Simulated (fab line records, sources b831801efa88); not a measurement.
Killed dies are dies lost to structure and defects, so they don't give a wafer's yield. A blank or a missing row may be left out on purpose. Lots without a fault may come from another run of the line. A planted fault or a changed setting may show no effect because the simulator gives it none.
A struck lot beside a sound one | flow sky130 | 16 steps out of a route of 708
Sound: wafers L727.2, L727.4, L727.6. Struck: wafers L730.1, L730.2, L730.6. The cause comes at the end.
At each step with rows: each side's tool, then ch and its chambers, then its first start. Under that, the readings that differ: sound wafers | struck wafers | difference of the means | sigmas: that difference in standard deviations of wafers without a fault.
alike: readings whose means differ by less than 2 such deviations, and words and numbers that are the same on both sides. not compared: withheld readings, readings that some wafer has no value for, bounds like >300 that may hide the same value, and numbers for which the record gives no deviation and whose values overlap.
The two part at a step that has a row with sigmas, a row that says differs or no value, or rows on one side only. Numbers that don't overlap but have no deviation are shown without sigmas and don't part them. A reading that every wafer of one side lacks parts them only if that side has two wafers or more.

SKY_GATE_OXIDE_TW_MEAS_14:
  sound on film_metro-02, day 16 17:40; struck on film_metro-02, day 17 20:40
  alike: GATE_OXIDE_TW
then, 3 steps without rows for these wafers: SKY_GATE_OXIDE_CLEAN_15 (cleans in SC1/SC2, time 150 s); SKY_GATE_OXIDE_OXIDATION_16 (stabilise 600 s, purge 300 s, target thk 3.57 nm); SKY_POLY_GATE_CVD_00 (deposits poly-Si, target thk 180 nm, time 720 s).
SKY_POLY_GATE_THK_MEAS_01:
  sound on film_metro-04, day 16 20:32; struck on film_metro-01, day 17 23:31
  alike: POLY_GATE_CVD_00_THK
then, 7 steps without rows for these wafers: SKY_RES_PROTECT_DEHYDRATE_00 (time 60 s); SKY_RES_PROTECT_HMDS_01 (prime time 60 s); SKY_RES_PROTECT_COAT_02 (resist thk 1140 nm); SKY_RES_PROTECT_SOFTBAKE_03 (time 60 s); SKY_RES_PROTECT_EXPOSE_04 (exposes mask RPM, target cd 1270 nm); SKY_RES_PROTECT_PEB_05; SKY_RES_PROTECT_DEVELOP_06 (develop time 60 s).
SKY_POLY_GATE_IMPLANT_02:
  sound on implanter-02 ch 0, day 18 02:08; struck on implanter-02 ch 0, day 19 05:28
  reading                          | sound                      | struck                     | difference | sigmas
  end_station_pressure_torr (Torr) | 1.42e-05 1.28e-05 1.33e-05 | 5.51e-05 5.49e-05 5.59e-05 | +4.19e-05  | +25
  alike: dose_ions_cm2
SKY_RES_PROTECT_STRIP_07: strips in O2/N2.
  sound on plasma_asher-02 ch 0,1, day 18 02:16; struck on plasma_asher-03 ch 0,1, day 19 05:37
  reading                      | sound             | struck            | difference | sigmas
  strip_time_to_endpoint_s (s) | 23.36 23.30 23.32 | 23.85 23.91 23.87 | +0.55      | +11
  alike: drypump_motor_current_A, oes_product_au
  not compared: rf_hours_counter_h
SKY_RES_PROTECT_TW_MEAS_08:
  sound on film_metro-03, day 18 02:23; struck on film_metro-03, day 19 05:43
  reading      | sound          | struck         | difference | sigmas
  POLY_GATE_TW | 4001 4012 3995 | 4053 4036 4065 | +49        | +2
-- the record jumps here: 30 days lie between the struck wafers' starts before and after (it left off in module RES_PROTECT and takes up again in module PAD_OPEN, whose first step shown is number 708 of the route) --
SKY_PAD_OPEN_PROBE_99:
  sound on prober-01, day 47 23:44; struck on prober-01, day 48 19:56
  reading                          | sound             | struck            | difference | sigmas
  model.etest.res_poly.line_ohm_um | 496.9 510.6 511.2 | 461.4 452.4 439.5 | -55.1      |
  model.etest.licon_poly.rc_ohm    | 162 155.9 152.7   | 126.2 133.3 124.6 | -28.8      |
  model.etest.res_poly.rs_ohm_sq   | 48.32 48.47 47.81 | 43.17 43.09 42.17 | -5.39      |
  alike: killed_at_M0_to_M3, killed_at_M4_up, killed_at_contacts, killed_at_front_end, killed_at_other, killed_dies, killed_open, killed_short

WHERE THEY PART
First at SKY_POLY_GATE_IMPLANT_02; last, within this record, at SKY_RES_PROTECT_TW_MEAS_08. Later steps at which nothing parts them and some readings are alike: SKY_PAD_OPEN_PROBE_99.

WHY: what the simulator had put in
Process parameter drift: implanter-02, from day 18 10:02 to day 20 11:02, at SKY_POLY_GATE_IMPLANT_02. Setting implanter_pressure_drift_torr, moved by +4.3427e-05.
Process parameter drift: implanter-02, from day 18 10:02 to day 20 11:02, at SKY_POLY_GATE_IMPLANT_02. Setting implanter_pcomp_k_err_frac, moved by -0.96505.
